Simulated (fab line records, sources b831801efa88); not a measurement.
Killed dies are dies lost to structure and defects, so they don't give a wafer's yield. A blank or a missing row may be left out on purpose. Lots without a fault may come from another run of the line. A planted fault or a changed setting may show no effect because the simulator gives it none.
Which tool did it? | flow gf180mcu | 11 lots, 33 wafers sampled, at 5 steps of a route of 602

WHAT THE GAUGES READ, wafer by wafer
GF_VT_IMPLANT_RS_MEAS_46: measures by four-point-probe.
lot  | measured     | on            | MVSD_RS (ohm/sq)
L428 | day 7 20:34  | film_metro-03 | 457.0 457.0 457.4
L429 | day 8 09:41  | film_metro-03 | 456.3 456.3 455.6
L430 | day 8 10:02  | film_metro-02 | 457.9 457.1 457.2
L432 | day 8 22:32  | film_metro-04 | 455.2 455.4 453.6
L434 | day 9 14:05  | film_metro-03 | 457.4 456.9 456.8
L435 | day 9 17:30  | film_metro-04 | 456.1 455.7 457.2
L439 | day 10 23:22 | film_metro-02 | 457.1 457.0 457.6
L440 | day 11 04:57 | film_metro-03 | 470.3 472.2 471.0 470.1 470.9 470.5
L442 | day 11 17:46 | film_metro-03 | 469.9 468.5 468.9 468.9 469.7 468.8
L443 | day 12 02:16 | film_metro-04 | 467.9 467.9 467.2 468.3 469.0 467.0
L445 | day 12 13:01 | film_metro-02 | 457.4 457.4 457.8

GF_VT_IMPLANT_RS_MEAS_47: measures by four-point-probe.
lot  | measured     | on            | NWELL_RS (ohm/sq)
L428 | day 7 20:41  | film_metro-03 | 491.0 489.0 489.7
L429 | day 8 09:48  | film_metro-03 | 487.4 486.9 488.0
L430 | day 8 10:09  | film_metro-02 | 486.7 485.5 486.5
L432 | day 8 22:40  | film_metro-04 | 487.5 488.6 486.8
L434 | day 9 14:13  | film_metro-03 | 488.9 489.8 490.1
L435 | day 9 17:37  | film_metro-04 | 484.6 483.9 485.0
L439 | day 10 23:29 | film_metro-02 | 487.5 488.1 489.2
L440 | day 11 08:48 | film_metro-03 | 489.4 490.7 488.3
L442 | day 11 20:38 | film_metro-03 | 489.9 488.5 489.5
L443 | day 12 04:44 | film_metro-04 | 487.3 487.9 487.7
L445 | day 12 13:08 | film_metro-02 | 484.6 487.5 487.8

GF_DUAL_GATE_OVL_MEAS_11.
lot  | measured     | on         | DUAL_GATE_OVL (nm)
L428 | day 8 18:55  | overlay-02 | -1.4 -3.5 -1.5
L429 | day 9 05:01  | overlay-01 | 0.6 -0.9 0.2
L430 | day 9 07:55  | overlay-02 | 1.0 -0.7 -0.5
L432 | day 9 17:57  | overlay-02 | 0.5 1.0 1.4
L434 | day 10 09:31 | overlay-01 | 4.1 4.2 2.7
L435 | day 10 14:10 | overlay-01 | 1.6 0.4 1.9
L439 | day 11 20:46 | overlay-01 | 1.1 0.2 0.6
L440 | day 12 01:52 | overlay-02 | 2.4 2.8 1.6
L442 | day 12 14:29 | overlay-01 | -0.4 -1.2 0.6
L443 | day 12 23:55 | overlay-02 | 3.1 1.4 2.1
L445 | day 13 10:41 | overlay-01 | 2.2 1.8 2.2

WHICH TOOL RAN EACH LOT (tool, then ch and the chambers of the sampled wafers, then the start)
lot  | GF_MVSD_IMPLANT_08             | GF_MVSD_STRIP_10
L428 | implanter-02 ch 0, day 4 16:37 | plasma_asher-01 ch 0,1, day 4 16:55
L429 | implanter-01 ch 0, day 5 03:48 | plasma_asher-01 ch 0,1, day 5 04:05
L430 | implanter-02 ch 0, day 5 04:04 | plasma_asher-04 ch 0, day 5 04:22
L432 | implanter-01 ch 0, day 5 14:41 | plasma_asher-04 ch 0,1, day 5 14:58
L434 | implanter-01 ch 0, day 6 03:10 | plasma_asher-03 ch 0,1, day 6 03:28
L435 | implanter-02 ch 0, day 6 08:29 | plasma_asher-04 ch 0,1, day 6 08:46
L439 | implanter-04 ch 0, day 7 09:58 | plasma_asher-03 ch 0,1, day 7 10:15
L440 | implanter-01 ch 0, day 7 14:04 | plasma_asher-04 ch 0,1, day 7 14:22
L442 | implanter-01 ch 0, day 8 01:01 | plasma_asher-03 ch 0,1, day 8 01:19
L443 | implanter-01 ch 0, day 8 07:37 | plasma_asher-04 ch 0,1, day 8 07:55
L445 | implanter-02 ch 0, day 8 18:22 | plasma_asher-01 ch 0,1, day 8 18:39
- GF_MVSD_IMPLANT_08
- GF_MVSD_STRIP_10: strips in O2/N2.

WHAT THE TOOLS THEMSELVES READ (means of the sampled wafers that have a number; where no wafer has one, the mark that the record gives instead)
GF_MVSD_IMPLANT_08.
lot  | tool         | beam_energy_keV | beam_on_s (s) | tilt_deg (degrees)
L428 | implanter-02 | 400.13          | 10.08         | 0.012
L429 | implanter-01 | 399.89          | 9.90          | 0.017
L430 | implanter-02 | 399.96          | 9.88          | 0.015
L432 | implanter-01 | 400.10          | 9.88          | 0.002
L434 | implanter-01 | 400.00          | 9.90          | -0.002
L435 | implanter-02 | 400.06          | 10.01         | 0.012
L439 | implanter-04 | 400.12          | 9.94          | 0.001
L440 | implanter-01 | 353.11          | 9.83          | -0.025
L442 | implanter-01 | 353.34          | 9.99          | -0.013
L443 | implanter-01 | 353.27          | 9.92          | -0.012
L445 | implanter-02 | 399.95          | 9.98          | 0.004

GF_MVSD_STRIP_10.
lot  | tool            | drypump_motor_current_A (A) | heater_power_w (W) | n2_flow_sccm (sccm) | oes_product_au (a.u.) | strip_time_to_endpoint_s (s)
L428 | plasma_asher-01 | 6.0                         | 344                | 299.7               | 0.726                 | 36.96
L429 | plasma_asher-01 | 5.5                         | 313                | 299.1               | 0.721                 | 36.93
L430 | plasma_asher-04 | 5.4                         | 365                | 299.9               | 0.721                 | 36.96
L432 | plasma_asher-04 | 5.4                         | 333                | 300.0               | 0.717                 | 37.04
L434 | plasma_asher-03 | 5.5                         | 347                | 300.4               | 0.723                 | 36.94
L435 | plasma_asher-04 | 5.5                         | 333                | 300.7               | 0.722                 | 36.90
L439 | plasma_asher-03 | 5.5                         | 352                | 300.5               | 0.719                 | 37.10
L440 | plasma_asher-04 | 5.4                         | 337                | 299.2               | 0.723                 | 36.91
L442 | plasma_asher-03 | 5.5                         | 352                | 300.0               | 0.720                 | 36.97
L443 | plasma_asher-04 | 5.5                         | 336                | 300.6               | 0.724                 | 36.97
L445 | plasma_asher-01 | 6.0                         | 342                | 300.3               | 0.723                 | 36.88

THE ANSWER, worked out from the rows above alone
Rule: what is usual is taken from the lots themselves. Put in order of their means at a reading, lots are off if they are a third of the lots or fewer, leave a main group of 4 or more, and stand apart from it by a gap of 3 or more times the standard deviation of the main group's means; of several such gaps the widest counts. A main group whose means are all the same, to the digits that the tables above print for the reading, isn't used. A lot without any number at a reading at which 4 lots or more have one is off too. The other lots that the step has rows for count as sound. The gauges are gone through in route order, then the tools' own readings, and for those a lot's mean is taken as printed above. The first step at which some lot is off is used, and at that step the reading that is off furthest; a lot without a number counts as furthest.
Off: L440, L442, L443, at GF_VT_IMPLANT_RS_MEAS_46 (MVSD_RS). The main group: mean 456.7 ohm/sq, standard deviation 0.88.
A tool fits if, at a process step before that reading, it ran every lot that is off, and no sound lot after the first of them. The gauges at GF_VT_IMPLANT_RS_MEAS_46 aren't tried: what is off there is off at GF_MVSD_IMPLANT_08 too, on other tools, and a gauge's error can't cause that. One fits: implanter-01 at GF_MVSD_IMPLANT_08. Its last sound lot is L434 (day 6 03:10), its first lot that is off L440 (day 7 14:04): a fault that began between those two fits.
The tool's own readings at GF_MVSD_IMPLANT_08 bear it out: on the lots that are off they differ by more than 5 times the standard deviation of the sound lots' means. beam_energy_keV reads 353.24 there against 400.03 on the sound lots.

WHAT THE SIMULATOR HAD PUT IN
Process parameter drift: implanter-01, from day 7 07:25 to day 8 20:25, at GF_MVSD_IMPLANT_08. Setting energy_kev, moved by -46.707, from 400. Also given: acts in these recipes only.
Lots struck among those shown: L440, L442, L443. The rule above found the same.
